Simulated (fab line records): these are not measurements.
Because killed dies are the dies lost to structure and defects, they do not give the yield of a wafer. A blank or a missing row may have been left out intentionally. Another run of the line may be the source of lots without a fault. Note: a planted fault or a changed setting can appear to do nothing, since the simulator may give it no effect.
Chamber matching    flow sky130    SKY_SONOS_ONO_ETCH_15 on rieDiel-03 has 4 sister chambers
The step etches the open film in CHF3/O2, target depth 19.52 nm, time 7.8 s. 4 wafers are shown with their chamber, then 7 later ones without.

## WAFERS, EACH WITH ITS CHAMBER
wafer   chamber  drypumpMotorCurrentA (A)
L848.1  2        5.7
L848.5  0        6.0
L850.2  1        5.9
L850.3  3        5.5

## WAFERS MISSING THEIR CHAMBER
wafer   drypumpMotorCurrentA (A)
L850.5  5.5
L852.2  6.0
L852.5  6.1
L852.6  5.5
L856.1  5.5
L856.3  6.0
L856.6  5.6

## CHAMBER TAKEN BY EACH
wafer   from the rows above      in truth
L850.5  3                        3
L852.2  can't be placed: 0 or 1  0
L852.5  can't be placed: 0 or 1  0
L852.6  3                        3
L856.1  3                        3
L856.3  can't be placed: 0 or 1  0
L856.6  can't be placed: 3 or 2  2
Placed correctly: 3 of 7. From these rows, 4 cannot be placed; in 4 the true chamber is one of the candidates. 0 placed wrongly.
How it was worked out, from the rows above alone: a wafer's distance from a chamber is the root of the sum, over the readings, of the square of ((its reading less the chamber's mean) divided by the reading's scatter). If the next closest chamber is less than 2 further off than the closest, the wafer can't be placed; otherwise it belongs to the closest. For every chamber, the mean is computed from those of its wafers that are shown. The scatter: with one shown wafer a chamber, the root of the mean of the squares of how far each hidden wafer lies from its nearest shown one.
